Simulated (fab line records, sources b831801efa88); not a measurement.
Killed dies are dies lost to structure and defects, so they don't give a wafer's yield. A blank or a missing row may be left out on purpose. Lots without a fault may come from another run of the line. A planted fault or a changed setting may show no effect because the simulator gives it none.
fab line records | flow gf180mcu
record lots=5 wafers=15 last_day=34
route steps=602 shown LVPWELL@56 MVSD@66 MVPSD@78 VT_IMPLANT@90
lots that met no fault: from a run of the same line without faults
start_h: hours from the record's first day to the start of the lot's first wafer shown | wait_h: hours since the lot's step before | " the same as in the row above | L1.1+2: a row that stands for several wafers | - no value, or no start given | * or withheld: withheld | < > ~ a bound
route shown NAME@n: a module of which the file shows steps, and the number in the route of the first | usual: mean/standard deviation of fault-free wafers | same: alike in all rows | chamber/n: place in a boat | sites: the reading at each site | _std_site: their standard deviation | _edge_site: outer sites' mean less inner sites' | radius_mm: how far each site lies from the wafer's centre | mask NAME#n: copy n | behind: the tool/chamber that last shaped the wafer | hold: why the lot was held/for how many hours/how that ended | device: the transistor (n, p or np) that didn't switch | end of line: the same wafers' tests at the end of the route | a step without rows: its recipe alone | killed: dies lost to structure and defects at the first sort, not the wafer's yield | map: a wafer's dies, x killed, . not, _ none there
set.NAME: the setting as run; set.NAME@STEP: as run at that earlier step | model.NAME: the simulator's own value behind a step, which no gauge read
lots at some steps of the route; a table a step, a row a wafer
services: from which hour (start_h, from the record's first day; less than 0 if before it) a tool's chamber was out of use, for how many hours, and why
## steps
# step GF_LVPWELL_COAT_02
# recipe spin_rpm=2000 resist_thk_nm=3000
# usual chill_plate_temp_C=23.00/0.11 exhaust_pa=44.9/0.93
# columns lot.wafer tool chamber start_h wait_h chill_plate_temp_C exhaust_pa
L079.3 litho_track-03 0 93.07 0.1 23.17 44.8
L079.5 " 0 " " 23.08 44.5
L079.6 " 0 " " 23.03 46.2
L080.3 litho_track-01 0 102.61 0.1 23.00 45.1
L080.5 " 0 " " 23.01 43.7
L080.6 " 0 " " 23.01 44.4
L088.1 litho_track-03 0 140.97 0.1 23.25 45.7
L088.2 " 0 " " 23.24 45.7
L088.3 " 0 " " 23.05 44.5
L094.2 litho_track-01 0 176.43 0.1 22.87 44.6
L094.3 " 0 " " 22.86 44.4
L094.4 " 0 " " 22.91 44.2
L096.1 litho_track-02 0 188.66 0.1 23.01 44.1
L096.2 " 0 " " 23.12 44.3
L096.5 " 0 " " 23.20 45.2
# step GF_LVPWELL_SOFTBAKE_03
# recipe temp_c=110 time_s=withheld
# usual chill_plate_temp_C=23.01/0.11 exhaust_pa=45.0/0.86
# columns lot.wafer tool chamber start_h wait_h chill_plate_temp_C exhaust_pa
L079.3 litho_track-03 0 93.23 0.1 23.06 45.1
L079.5 " 0 " " 22.71 47.3
L079.6 " 0 " " 23.07 46.0
L080.3 litho_track-01 0 102.78 0.1 22.93 47.3
L080.5 " 0 " " 23.11 46.7
L080.6 " 0 " " 23.07 45.4
L088.1 litho_track-03 0 141.12 0.1 23.03 45.3
L088.2 " 0 " " 23.11 44.8
L088.3 " 0 " " 22.93 44.5
L094.2 litho_track-01 0 176.59 0.1 22.91 44.7
L094.3 " 0 " " 23.17 45.2
L094.4 " 0 " " 22.99 45.3
L096.1 litho_track-02 0 188.81 0.1 22.90 45.1
L096.2 " 0 " " 22.82 44.7
L096.5 " 0 " " 22.93 45.0
# step GF_LVPWELL_EXPOSE_04
# recipe mask_id=LVPWELL target_cd_nm=600 na=0.6 source_shape=conventional sigma_outer=0.6 dose_mj=260
# columns lot.wafer tool chamber start_h wait_h mask
L079.3+5+6 iline_stepper-01 0 - - LVPWELL#0
L080.3+5+6 iline_stepper-02 0 - - LVPWELL#0
L088.1+2+3 iline_stepper-01 0 - - LVPWELL#0
L094.2+3+4 iline_stepper-02 0 - - LVPWELL#0
L096.1+2+5 iline_stepper-01 0 - - LVPWELL#0
# step GF_LVPWELL_PEB_05
# recipe temp_c=115 time_s=withheld
# usual chill_plate_temp_C=22.99/0.11 exhaust_pa=45.1/0.85
# columns lot.wafer tool chamber start_h wait_h chill_plate_temp_C exhaust_pa
L079.3 litho_track-02 0 - - 22.99 45.5
L079.5 " 0 " " 22.98 44.6
L079.6 " 0 " " 22.85 45.3
L080.3 litho_track-02 0 - - 22.90 45.5
L080.5 " 0 " " 22.85 45.3
L080.6 " 0 " " 22.96 45.9
L088.1 litho_track-03 0 - - 22.81 46.2
L088.2 " 0 " " 22.86 44.4
L088.3 " 0 " " 22.92 45.3
L094.2 litho_track-01 0 - - 22.99 45.5
L094.3 " 0 " " 23.02 45.0
L094.4 " 0 " " 23.10 45.7
L096.1 litho_track-03 0 - - 23.03 45.4
L096.2 " 0 " " 22.86 47.0
L096.5 " 0 " " 23.13 45.1
# step GF_LVPWELL_DEVELOP_06
# recipe wall_angle_deg=90 develop_time_s=60 dev_temp_c=23
# usual chill_plate_temp_C=22.99/0.11 exhaust_pa=45.3/0.87
# columns lot.wafer tool chamber start_h wait_h chill_plate_temp_C exhaust_pa
L079.3 litho_track-02 0 - - 23.13 45.5
L079.5 " 0 " " 22.81 45.7
L079.6 " 0 " " 23.01 46.7
L080.3 litho_track-02 0 - - 22.84 44.1
L080.5 " 0 " " 22.92 45.9
L080.6 " 0 " " 22.64 46.1
L088.1 litho_track-03 0 - - 23.04 45.4
L088.2 " 0 " " 22.97 45.7
L088.3 " 0 " " 23.11 44.6
L094.2 litho_track-01 0 - - 22.93 45.2
L094.3 " 0 " " 22.93 45.1
L094.4 " 0 " " 23.00 44.6
L096.1 litho_track-03 0 - - 22.95 45.3
L096.2 " 0 " " 22.93 46.8
L096.5 " 0 " " 22.95 45.5
# step GF_LVPWELL_OVL_MEAS_07
# usual LVPWELL_OVL=-0.3/1.3
# columns lot.wafer tool chamber start_h wait_h LVPWELL_OVL[nm]
L079.3 overlay-01 - 100.17 - -2.8
L079.5 " - " " 0.0
L079.6 " - " " 0.2
L080.3 overlay-02 - 110.12 - 2.3
L080.5 " - " " 2.4
L080.6 " - " " 0.9
L088.1 overlay-01 - 149.46 - 0.6
L088.2 " - " " -1.5
L088.3 " - " " -0.6
L094.2 overlay-01 - 185.16 - 0.2
L094.3 " - " " 0.3
L094.4 " - " " -0.2
L096.1 overlay-01 - 197.66 - -0.5
L096.2 " - " " 0.4
L096.5 " - " " -0.1
# step GF_LVPWELL_IMPLANT_08
# recipe species=B energy_kev=170 dose_cm2=1.5e+13 tilt_deg=0
# columns lot.wafer tool chamber start_h wait_h
L079.3+5+6 implanter-01 0 100.25 0.1
L080.3+5+6 implanter-02 0 110.20 0.1
L088.1+2+3 implanter-04 0 149.50 0.0
L094.2+3+4 implanter-04 0 185.22 0.0
L096.1+2+5 implanter-01 0 197.70 0.0
# step GF_LVPWELL_IMPLANT_09
# recipe species=B energy_kev=60 dose_cm2=5e+12 tilt_deg=0
# columns lot.wafer tool chamber start_h wait_h
L079.3+5+6 implanter-01 0 100.40 0.1
L080.3+5+6 implanter-02 0 110.35 0.1
L088.1+2+3 implanter-04 0 149.65 0.1
L094.2+3+4 implanter-04 0 185.37 0.1
L096.1+2+5 implanter-01 0 197.85 0.1
# step GF_LVPWELL_STRIP_10
# recipe chemistry=O2/N2 power_w=1400 pressure_mtorr=1500 platen_temp_c=250 o2_flow_sccm=3000 n2_flow_sccm=300 overash_fraction=0.5
# usual drypump_motor_current_A=5.5/0.39 heater_power_w=350/35 oes_product_au=0.723/0.0049 strip_time_to_endpoint_s=36.91/0.088
# columns lot.wafer tool chamber start_h wait_h drypump_motor_current_A heater_power_w oes_product_au rf_hours_counter_h strip_time_to_endpoint_s
L079.3 plasma_asher-01 1 100.53 0.1 5.7 354 0.723 - 36.90
L079.5 " 0 " " 5.9 306 0.718 - 36.94
L079.6 " 1 " " 5.7 348 0.719 - 36.92
L080.3 plasma_asher-01 1 110.48 0.1 5.7 345 0.723 - 36.81
L080.5 " 1 " " 5.7 355 0.722 - 36.92
L080.6 " 0 " " 5.9 304 0.726 - 36.84
L088.1 plasma_asher-04 0 149.80 0.1 5.0 363 0.728 33 36.92
L088.2 " 1 " " 5.6 392 0.732 33 36.93
L088.3 " 1 " " 5.6 380 0.722 - 36.89
L094.2 plasma_asher-01 0 185.49 0.1 5.9 308 0.732 51 36.98
L094.3 " 0 " " 5.9 307 0.728 - 37.06
L094.4 " 1 " " 5.7 357 0.726 - 37.08
L096.1 plasma_asher-03 0 198.00 0.1 6.0 395 0.723 55 36.83
L096.2 " 1 " " 4.8 304 0.723 55 36.80
L096.5 " 1 " " 4.9 295 0.734 - 36.74
# step GF_LVPWELL_TW_MEAS_11
# usual LVPWELL_TW=564/5
# columns lot.wafer tool chamber start_h wait_h LVPWELL_TW
L079.3 film_metro-01 - 100.62 0.1 560
L079.5 " - " " 561
L079.6 " - " " 565
L080.3 film_metro-04 - 110.57 0.1 568
L080.5 " - " " 566
L080.6 " - " " 568
L088.1 film_metro-04 - 149.90 0.1 565
L088.2 " - " " 567
L088.3 " - " " 567
L094.2 film_metro-04 - 185.60 0.1 568
L094.3 " - " " 568
L094.4 " - " " 565
L096.1 film_metro-04 - 198.10 0.1 568
L096.2 " - " " 564
L096.5 " - " " 565
# step GF_MVSD_DEHYDRATE_00
# recipe temp_c=200 time_s=60
# usual chill_plate_temp_C=23.03/0.11 exhaust_pa=45.0/1
# columns lot.wafer tool chamber start_h wait_h chill_plate_temp_C exhaust_pa
L079.3 litho_track-03 0 107.22 6.6 23.13 46.4
L079.5 " 0 " " 23.09 44.9
L079.6 " 0 " " 23.20 45.6
L080.3 litho_track-04 0 117.44 6.9 22.88 44.4
L080.5 " 0 " " 22.87 45.4
L080.6 " 0 " " 22.98 44.5
L088.1 litho_track-03 0 156.86 7.0 22.99 47.1
L088.2 " 0 " " 22.98 45.7
L088.3 " 0 " " 23.07 46.6
L094.2 litho_track-04 0 193.62 8.0 22.80 45.5
L094.3 " 0 " " 22.85 47.3
L094.4 " 0 " " 22.83 45.4
L096.1 litho_track-04 0 206.24 8.1 22.86 43.2
L096.2 " 0 " " 22.90 45.4
L096.5 " 0 " " 22.86 43.2
# step GF_MVSD_HMDS_01
# recipe prime_time_s=60 prime_temp_c=120
# usual chill_plate_temp_C=22.98/0.11 exhaust_pa=45.0/0.85 prime_temp_c=120.01/0.13
# columns lot.wafer tool chamber start_h wait_h chill_plate_temp_C exhaust_pa prime_temp_c
L079.3 litho_track-03 0 107.37 0.1 23.03 46.9 119.76
L079.5 " 0 " " 23.06 46.4 120.06
L079.6 " 0 " " 23.16 45.9 119.94
L080.3 litho_track-04 0 117.59 0.1 23.04 46.2 120.11
L080.5 " 0 " " 22.99 45.4 119.92
L080.6 " 0 " " 23.02 45.1 119.96
L088.1 litho_track-03 0 157.01 0.1 22.99 45.9 120.09
L088.2 " 0 " " 22.84 44.3 120.12
L088.3 " 0 " " 22.92 45.7 120.05
L094.2 litho_track-04 0 193.77 0.1 23.09 44.8 119.92
L094.3 " 0 " " 23.01 44.5 120.02
L094.4 " 0 " " 23.09 44.6 120.02
L096.1 litho_track-04 0 206.39 0.1 23.05 44.5 120.27
L096.2 " 0 " " 23.01 44.2 120.15
L096.5 " 0 " " 23.11 44.5 120.11
# step GF_MVSD_COAT_02
# recipe spin_rpm=2000 resist_thk_nm=3000
# usual chill_plate_temp_C=23.00/0.092 exhaust_pa=44.9/1
# columns lot.wafer tool chamber start_h wait_h chill_plate_temp_C exhaust_pa
L079.3 litho_track-03 0 107.52 0.1 22.94 44.0
L079.5 " 0 " " 23.15 43.6
L079.6 " 0 " " 23.00 43.4
L080.3 litho_track-04 0 117.74 0.1 22.88 45.4
L080.5 " 0 " " 22.98 46.8
L080.6 " 0 " " 22.94 46.4
L088.1 litho_track-03 0 157.16 0.1 23.03 44.0
L088.2 " 0 " " 22.92 44.6
L088.3 " 0 " " 22.94 43.7
L094.2 litho_track-04 0 193.92 0.1 22.92 45.6
L094.3 " 0 " " 23.04 44.6
L094.4 " 0 " " 22.98 44.2
L096.1 litho_track-04 0 206.54 0.1 23.01 45.0
L096.2 " 0 " " 22.92 44.3
L096.5 " 0 " " 22.95 45.3
# step GF_MVSD_SOFTBAKE_03
# recipe temp_c=110 time_s=withheld
# usual chill_plate_temp_C=23.01/0.11 exhaust_pa=45.2/0.95
# columns lot.wafer tool chamber start_h wait_h chill_plate_temp_C exhaust_pa
L079.3 litho_track-03 0 107.68 0.1 22.98 46.1
L079.5 " 0 " " 23.01 45.4
L079.6 " 0 " " 23.06 45.3
L080.3 litho_track-04 0 117.91 0.1 23.18 45.0
L080.5 " 0 " " 22.93 45.3
L080.6 " 0 " " 23.03 45.0
L088.1 litho_track-03 0 157.31 0.1 22.85 44.6
L088.2 " 0 " " 23.11 42.3
L088.3 " 0 " " 23.01 43.2
L094.2 litho_track-04 0 194.07 0.1 23.03 45.4
L094.3 " 0 " " 22.99 44.0
L094.4 " 0 " " 22.95 44.0
L096.1 litho_track-04 0 206.69 0.1 23.23 45.1
L096.2 " 0 " " 23.08 45.8
L096.5 " 0 " " 23.05 45.9
# step GF_MVSD_EXPOSE_04
# recipe mask_id=MVSD target_cd_nm=1000 na=0.6 source_shape=conventional sigma_outer=0.6 dose_mj=260
# columns lot.wafer tool chamber start_h wait_h mask
L079.3+5+6 iline_stepper-01 0 - - MVSD#0
L080.3+5+6 iline_stepper-02 0 - - MVSD#0
L088.1+2+3 iline_stepper-02 0 - - MVSD#0
L094.2+3+4 iline_stepper-02 0 - - MVSD#0
L096.1+2+5 iline_stepper-02 0 - - MVSD#0
# step GF_MVSD_PEB_05
# recipe temp_c=115 time_s=withheld
# usual chill_plate_temp_C=23.02/0.11 exhaust_pa=45.0/0.86
# columns lot.wafer tool chamber start_h wait_h chill_plate_temp_C exhaust_pa
L079.3 litho_track-03 0 - - 22.83 46.9
L079.5 " 0 " " 22.89 45.5
L079.6 " 0 " " 23.01 47.1
L080.3 litho_track-04 0 - - 23.05 45.8
L080.5 " 0 " " 23.15 45.2
L080.6 " 0 " " 23.14 45.9
L088.1 litho_track-01 0 - - 23.20 45.7
L088.2 " 0 " " 22.89 43.8
L088.3 " 0 " " 23.07 44.5
L094.2 litho_track-03 0 - - 22.94 45.2
L094.3 " 0 " " 23.02 45.2
L094.4 " 0 " " 23.04 44.8
L096.1 litho_track-03 0 - - 23.15 45.2
L096.2 " 0 " " 23.03 44.9
L096.5 " 0 " " 23.05 45.4
# step GF_MVSD_DEVELOP_06
# recipe wall_angle_deg=90 develop_time_s=60 dev_temp_c=23
# usual chill_plate_temp_C=23.01/0.098 exhaust_pa=44.8/0.96
# columns lot.wafer tool chamber start_h wait_h chill_plate_temp_C exhaust_pa
L079.3 litho_track-03 0 - - 23.12 44.1
L079.5 " 0 " " 22.98 43.6
L079.6 " 0 " " 22.97 44.3
L080.3 litho_track-04 0 - - 23.04 43.8
L080.5 " 0 " " 22.97 45.4
L080.6 " 0 " " 23.03 44.6
L088.1 litho_track-01 0 - - 23.17 46.2
L088.2 " 0 " " 23.08 44.6
L088.3 " 0 " " 23.13 44.5
L094.2 litho_track-03 0 - - 23.07 46.3
L094.3 " 0 " " 23.15 44.8
L094.4 " 0 " " 23.01 44.8
L096.1 litho_track-03 0 - - 22.91 44.2
L096.2 " 0 " " 22.95 44.4
L096.5 " 0 " " 22.93 45.3
# step GF_MVSD_OVL_MEAS_07
# usual MVSD_OVL=-0.9/1.5
# columns lot.wafer tool chamber start_h wait_h MVSD_OVL[nm]
L079.3 overlay-02 - 114.98 - -1.3
L079.5 " - " " -0.5
L079.6 " - " " -0.8
L080.3 overlay-02 - 125.85 - -0.8
L080.5 " - " " -0.1
L080.6 " - " " 1.6
L088.1 overlay-01 - 165.46 - 0.0
L088.2 " - " " 1.0
L088.3 " - " " 1.5
L094.2 overlay-02 - 202.87 - 0.1
L094.3 " - " " 1.1
L094.4 " - " " -0.9
L096.1 overlay-01 - 215.86 - -1.9
L096.2 " - " " 2.1
L096.5 " - " " -0.2
# step GF_MVSD_IMPLANT_08
# recipe species=P energy_kev=400 dose_cm2=1.6e+13 tilt_deg=0
# columns lot.wafer tool chamber start_h wait_h
L079.3+5+6 implanter-01 0 115.05 0.1
L080.3+5+6 implanter-01 0 125.93 0.1
L088.1+2+3 implanter-03 0 165.49 0.0
L094.2+3+4 implanter-01 0 202.92 0.0
L096.1+2+5 implanter-03 0 215.90 0.0
# step GF_MVSD_IMPLANT_09
# recipe species=P energy_kev=100 dose_cm2=5e+12 tilt_deg=0
# columns lot.wafer tool chamber start_h wait_h
L079.3+5+6 implanter-01 0 115.20 0.1
L080.3+5+6 implanter-01 0 126.08 0.1
L088.1+2+3 implanter-03 0 165.64 0.1
L094.2+3+4 implanter-01 0 203.07 0.1
L096.1+2+5 implanter-03 0 216.05 0.1
# step GF_MVSD_STRIP_10
# recipe chemistry=O2/N2 power_w=1400 pressure_mtorr=1500 platen_temp_c=250 o2_flow_sccm=3000 n2_flow_sccm=300 overash_fraction=0.5
# usual drypump_motor_current_A=5.59/0.29 heater_power_w=347/26 oes_product_au=0.723/0.0039 strip_time_to_endpoint_s=37.00/0.12
# columns lot.wafer tool chamber start_h wait_h drypump_motor_current_A heater_power_w oes_product_au rf_hours_counter_h strip_time_to_endpoint_s
L079.3 plasma_asher-04 1 115.33 0.1 5.65 385 0.718 - 36.97
L079.5 " 1 " " 5.61 390 0.729 - 37.04
L079.6 " 0 " " 5.06 361 0.725 - 37.02
L080.3 plasma_asher-02 1 126.21 0.1 5.89 327 0.726 - 37.24
L080.5 " 0 " " 5.57 324 0.730 - 37.13
L080.6 " 1 " " 5.90 331 0.718 - 37.17
L088.1 plasma_asher-02 1 165.79 0.1 5.89 331 0.723 5 36.82
L088.2 " 0 " " 5.56 324 0.720 5 36.90
L088.3 " 0 " " 5.56 323 0.724 - 36.87
L094.2 plasma_asher-01 0 203.20 0.1 5.91 318 0.722 53 36.95
L094.3 " 0 " " 5.91 312 0.724 - 37.01
L094.4 " 1 " " 5.76 351 0.727 - 37.00
L096.1 plasma_asher-02 1 216.20 0.1 5.91 327 0.723 9 37.04
L096.2 " 0 " " 5.57 329 0.720 9 37.08
L096.5 " 1 " " 5.91 320 0.726 - 37.10
# step GF_MVSD_TW_MEAS_11
# usual MVSD_TW=1589/14
# columns lot.wafer tool chamber start_h wait_h MVSD_TW
L079.3 film_metro-04 - 115.42 0.1 1594
L079.5 " - " " 1587
L079.6 " - " " 1595
L080.3 film_metro-03 - 126.30 0.1 1576
L080.5 " - " " 1569
L080.6 " - " " 1578
L088.1 film_metro-04 - 165.89 0.1 1597
L088.2 " - " " 1594
L088.3 " - " " 1602
L094.2 film_metro-03 - 203.31 0.1 1556
L094.3 " - " " 1560
L094.4 " - " " 1571
L096.1 film_metro-03 - 216.30 0.1 1581
L096.2 " - " " 1575
L096.5 " - " " 1580
# step GF_MVPSD_DEHYDRATE_00
# recipe temp_c=200 time_s=60
# usual chill_plate_temp_C=22.99/0.12 exhaust_pa=44.8/0.97
# columns lot.wafer tool chamber start_h wait_h chill_plate_temp_C exhaust_pa
L079.3 litho_track-02 0 122.61 7.2 22.94 42.6
L079.5 " 0 " " 22.96 45.2
L079.6 " 0 " " 23.13 45.2
L080.3 litho_track-02 0 132.86 6.6 22.99 45.8
L080.5 " 0 " " 22.81 43.4
L080.6 " 0 " " 22.92 46.6
L088.1 litho_track-03 0 174.01 8.1 22.87 45.6
L088.2 " 0 " " 23.09 45.5
L088.3 " 0 " " 22.84 45.5
L094.2 litho_track-03 0 211.54 8.2 23.13 45.9
L094.3 " 0 " " 23.12 46.0
L094.4 " 0 " " 23.03 46.2
L096.1 litho_track-02 0 224.66 8.3 23.13 44.5
L096.2 " 0 " " 23.21 46.0
L096.5 " 0 " " 23.26 45.3
# step GF_MVPSD_HMDS_01
# recipe prime_time_s=60 prime_temp_c=120
# usual chill_plate_temp_C=22.96/0.099 exhaust_pa=44.9/0.84 prime_temp_c=120.02/0.15
# columns lot.wafer tool chamber start_h wait_h chill_plate_temp_C exhaust_pa prime_temp_c
L079.3 litho_track-02 0 122.76 0.1 23.11 44.8 120.00
L079.5 " 0 " " 22.90 44.9 119.97
L079.6 " 0 " " 22.92 44.4 120.10
L080.3 litho_track-02 0 133.01 0.1 23.04 45.1 119.93
L080.5 " 0 " " 22.97 45.6 120.10
L080.6 " 0 " " 23.01 44.5 120.05
L088.1 litho_track-03 0 174.16 0.1 23.08 45.2 119.96
L088.2 " 0 " " 22.92 44.7 119.89
L088.3 " 0 " " 23.14 45.6 119.96
L094.2 litho_track-03 0 211.69 0.1 22.82 43.9 120.27
L094.3 " 0 " " 23.00 45.2 120.16
L094.4 " 0 " " 22.94 44.7 120.00
L096.1 litho_track-02 0 224.81 0.1 23.03 45.0 120.21
L096.2 " 0 " " 23.13 43.8 120.07
L096.5 " 0 " " 22.86 43.5 119.99
# step GF_MVPSD_COAT_02
# recipe spin_rpm=2000 resist_thk_nm=3000
# usual chill_plate_temp_C=23.01/0.13 exhaust_pa=45.2/0.85
# columns lot.wafer tool chamber start_h wait_h chill_plate_temp_C exhaust_pa
L079.3 litho_track-02 0 122.91 0.1 23.07 43.4
L079.5 " 0 " " 23.03 44.2
L079.6 " 0 " " 23.15 44.8
L080.3 litho_track-02 0 133.16 0.1 23.00 45.1
L080.5 " 0 " " 22.92 45.5
L080.6 " 0 " " 23.11 44.4
L088.1 litho_track-03 0 174.31 0.1 22.97 45.5
L088.2 " 0 " " 22.90 44.5
L088.3 " 0 " " 23.05 44.8
L094.2 litho_track-03 0 211.84 0.1 22.89 44.6
L094.3 " 0 " " 23.23 45.5
L094.4 " 0 " " 22.99 43.9
L096.1 litho_track-02 0 224.96 0.1 23.08 45.6
L096.2 " 0 " " 23.04 45.2
L096.5 " 0 " " 22.99 46.5
# step GF_MVPSD_SOFTBAKE_03
# recipe temp_c=110 time_s=withheld
# usual chill_plate_temp_C=23.04/0.11 exhaust_pa=45.0/0.89
# columns lot.wafer tool chamber start_h wait_h chill_plate_temp_C exhaust_pa
L079.3 litho_track-02 0 123.08 0.1 23.10 44.2
L079.5 " 0 " " 22.94 44.8
L079.6 " 0 " " 23.15 44.7
L080.3 litho_track-02 0 133.33 0.1 23.12 43.9
L080.5 " 0 " " 23.16 44.6
L080.6 " 0 " " 23.19 44.6
L088.1 litho_track-03 0 174.46 0.1 23.09 45.9
L088.2 " 0 " " 23.15 46.2
L088.3 " 0 " " 22.90 46.5
L094.2 litho_track-03 0 212.00 0.1 23.05 43.8
L094.3 " 0 " " 22.99 45.3
L094.4 " 0 " " 23.07 45.6
L096.1 litho_track-02 0 225.11 0.1 23.01 45.8
L096.2 " 0 " " 22.86 44.3
L096.5 " 0 " " 22.94 45.3
# step GF_MVPSD_EXPOSE_04
# recipe mask_id=MVPSD target_cd_nm=1000 na=0.6 source_shape=conventional sigma_outer=0.6 dose_mj=260
# columns lot.wafer tool chamber start_h wait_h mask
L079.3+5+6 iline_stepper-01 0 - - MVPSD#0
L080.3+5+6 iline_stepper-02 0 - - MVPSD#0
L088.1+2+3 iline_stepper-02 0 - - MVPSD#0
L094.2+3+4 iline_stepper-02 0 - - MVPSD#0
L096.1+2+5 iline_stepper-01 0 - - MVPSD#0
# step GF_MVPSD_PEB_05
# recipe temp_c=115 time_s=withheld
# usual chill_plate_temp_C=22.99/0.11 exhaust_pa=45.1/0.77
# columns lot.wafer tool chamber start_h wait_h chill_plate_temp_C exhaust_pa
L079.3 litho_track-02 0 - - 23.13 44.1
L079.5 " 0 " " 23.16 44.7
L079.6 " 0 " " 23.16 44.7
L080.3 litho_track-02 0 - - 22.83 44.8
L080.5 " 0 " " 22.87 43.6
L080.6 " 0 " " 22.92 44.5
L088.1 litho_track-04 0 - - 23.04 45.1
L088.2 " 0 " " 23.04 44.6
L088.3 " 0 " " 22.95 46.4
L094.2 litho_track-02 0 - - 22.81 45.3
L094.3 " 0 " " 22.86 45.2
L094.4 " 0 " " 22.92 44.7
L096.1 litho_track-02 0 - - 22.95 45.5
L096.2 " 0 " " 22.89 46.0
L096.5 " 0 " " 22.85 45.8
# step GF_MVPSD_DEVELOP_06
# recipe wall_angle_deg=90 develop_time_s=60 dev_temp_c=23
# usual chill_plate_temp_C=22.99/0.11 exhaust_pa=45.0/0.74
# columns lot.wafer tool chamber start_h wait_h chill_plate_temp_C exhaust_pa
L079.3 litho_track-02 0 - - 23.02 45.4
L079.5 " 0 " " 23.02 45.2
L079.6 " 0 " " 23.10 44.9
L080.3 litho_track-02 0 - - 23.15 44.8
L080.5 " 0 " " 22.98 44.4
L080.6 " 0 " " 23.07 46.3
L088.1 litho_track-04 0 - - 22.90 45.8
L088.2 " 0 " " 22.89 45.1
L088.3 " 0 " " 22.84 46.1
L094.2 litho_track-02 0 - - 22.83 44.3
L094.3 " 0 " " 22.85 45.8
L094.4 " 0 " " 23.00 45.4
L096.1 litho_track-02 0 - - 23.15 44.3
L096.2 " 0 " " 23.19 44.8
L096.5 " 0 " " 23.22 44.9
# step GF_MVPSD_OVL_MEAS_07
# usual MVPSD_OVL=-0.4/1.5
# columns lot.wafer tool chamber start_h wait_h MVPSD_OVL[nm]
L079.3 overlay-02 - 130.82 - -0.4
L079.5 " - " " -0.9
L079.6 " - " " -1.3
L080.3 overlay-02 - 141.52 - -1.5
L080.5 " - " " -2.1
L080.6 " - " " -3.6
L088.1 overlay-01 - 183.09 - -1.3
L088.2 " - " " 0.1
L088.3 " - " " 0.5
L094.2 overlay-01 - 221.12 - -0.8
L094.3 " - " " -0.9
L094.4 " - " " 0.2
L096.1 overlay-02 - 234.46 - 0.8
L096.2 " - " " 0.9
L096.5 " - " " 1.1
# step GF_MVPSD_IMPLANT_08
# recipe species=B energy_kev=170 dose_cm2=1.5e+13 tilt_deg=0
# columns lot.wafer tool chamber start_h wait_h
L079.3+5+6 implanter-04 0 130.90 0.1
L080.3+5+6 implanter-03 0 141.60 0.1
L088.1+2+3 implanter-04 0 183.13 0.0
L094.2+3+4 implanter-03 0 221.17 0.0
L096.1+2+5 implanter-04 0 234.50 0.0
# step GF_MVPSD_IMPLANT_09
# recipe species=B energy_kev=40 dose_cm2=5e+12 tilt_deg=0
# columns lot.wafer tool chamber start_h wait_h
L079.3+5+6 implanter-04 0 131.05 0.1
L080.3+5+6 implanter-03 0 141.75 0.1
L088.1+2+3 implanter-04 0 183.28 0.1
L094.2+3+4 implanter-03 0 221.32 0.1
L096.1+2+5 implanter-04 0 234.65 0.1
# step GF_MVPSD_STRIP_10
# recipe chemistry=O2/N2 power_w=1400 pressure_mtorr=1500 platen_temp_c=250 o2_flow_sccm=3000 n2_flow_sccm=300 overash_fraction=0.5
# usual drypump_motor_current_A=5.5/0.45 heater_power_w=352/40 oes_product_au=0.723/0.0044 strip_time_to_endpoint_s=36.94/0.12
# columns lot.wafer tool chamber start_h wait_h drypump_motor_current_A heater_power_w oes_product_au rf_hours_counter_h strip_time_to_endpoint_s
L079.3 plasma_asher-03 0 131.18 0.1 5.9 407 0.719 - 36.95
L079.5 " 0 " " 6.0 402 0.733 - 37.10
L079.6 " 1 " " 4.9 300 0.725 - 37.09
L080.3 plasma_asher-03 0 141.88 0.1 6.0 412 0.724 - 36.93
L080.5 " 1 " " 4.8 304 0.721 - 36.89
L080.6 " 0 " " 6.0 396 0.719 - 36.89
L088.1 plasma_asher-04 1 183.43 0.1 5.6 396 0.720 37 36.85
L088.2 " 0 " " 5.1 361 0.722 37 36.80
L088.3 " 0 " " 5.1 354 0.726 - 36.79
L094.2 plasma_asher-04 0 221.45 0.1 5.1 362 0.723 41 36.93
L094.3 " 0 " " 5.1 358 0.721 - 36.84
L094.4 " 1 " " 5.6 395 0.718 - 36.79
L096.1 plasma_asher-03 1 234.80 0.1 4.8 300 0.719 60 36.82
L096.2 " 0 " " 6.0 399 0.721 60 37.01
L096.5 " 0 " " 6.0 403 0.719 - 36.86
# step GF_MVPSD_TW_MEAS_11
# usual MVPSD_TW=557/4.6
# columns lot.wafer tool chamber start_h wait_h MVPSD_TW
L079.3 film_metro-03 - 131.27 0.1 546
L079.5 " - " " 546
L079.6 " - " " 552
L080.3 film_metro-04 - 141.97 0.1 564
L080.5 " - " " 564
L080.6 " - " " 562
L088.1 film_metro-01 - 183.53 0.1 558
L088.2 " - " " 560
L088.3 " - " " 557
L094.2 film_metro-03 - 221.56 0.1 553
L094.3 " - " " 555
L094.4 " - " " 550
L096.1 film_metro-04 - 234.90 0.1 560
L096.2 " - " " 557
L096.5 " - " " 560
# step GF_VT_IMPLANT_DEHYDRATE_00
# recipe temp_c=200 time_s=60
# usual chill_plate_temp_C=23.00/0.12 exhaust_pa=45.0/0.9
# columns lot.wafer tool chamber start_h wait_h chill_plate_temp_C exhaust_pa
L079.3 litho_track-01 0 138.46 7.2 22.72 45.7
L079.5 " 0 " " 22.85 45.4
L079.6 " 0 " " 22.83 44.6
L080.3 litho_track-01 0 149.56 7.6 23.17 46.2
L080.5 " 0 " " 22.88 45.0
L080.6 " 0 " " 23.02 46.0
L088.1 litho_track-02 0 192.06 8.5 22.91 45.3
L088.2 " 0 " " 22.95 46.4
L088.3 " 0 " " 23.01 45.8
L094.2 litho_track-01 0 229.43 7.9 23.09 43.7
L094.3 " 0 " " 23.11 45.7
L094.4 " 0 " " 22.85 45.6
L096.1 litho_track-02 0 243.31 8.4 23.08 44.2
L096.2 " 0 " " 23.05 43.3
L096.5 " 0 " " 23.00 44.4
## services
# columns tool chamber start_h hours kind
implanter-01 - 95.37 3.4 pm
implanter-01 - 100.56 1.3 repair
plasma_asher-04 - 108.13 2.8 pm
plasma_asher-02 - 108.75 9.0 pm
plasma_asher-02 0 108.75 9.0 vent_cycle
plasma_asher-02 1 108.75 9.0 vent_cycle
plasma_asher-04 - 111.17 0.9 repair
plasma_asher-02 0 117.75 - clean
plasma_asher-02 1 117.75 - clean
plasma_asher-04 - 140.11 7.9 repair
implanter-01 - 150.57 44.5 repair
iline_stepper-01 - 156.24 1.7 pm
implanter-02 - 158.57 2.7 repair
implanter-02 - 161.27 13.3 pm
implanter-02 - 183.77 5.2 repair
plasma_asher-02 - 193.91 14.6 pm
plasma_asher-04 - 207.02 4.6 repair
plasma_asher-02 - 217.11 12.2 repair
iline_stepper-02 - 218.61 9.3 repair
iline_stepper-01 0 218.70 - calibration
implanter-02 - 231.83 5.1 pm
iline_stepper-01 - 236.74 2.7 repair
iline_stepper-01 - 237.91 14.2 repair
## key
fault none
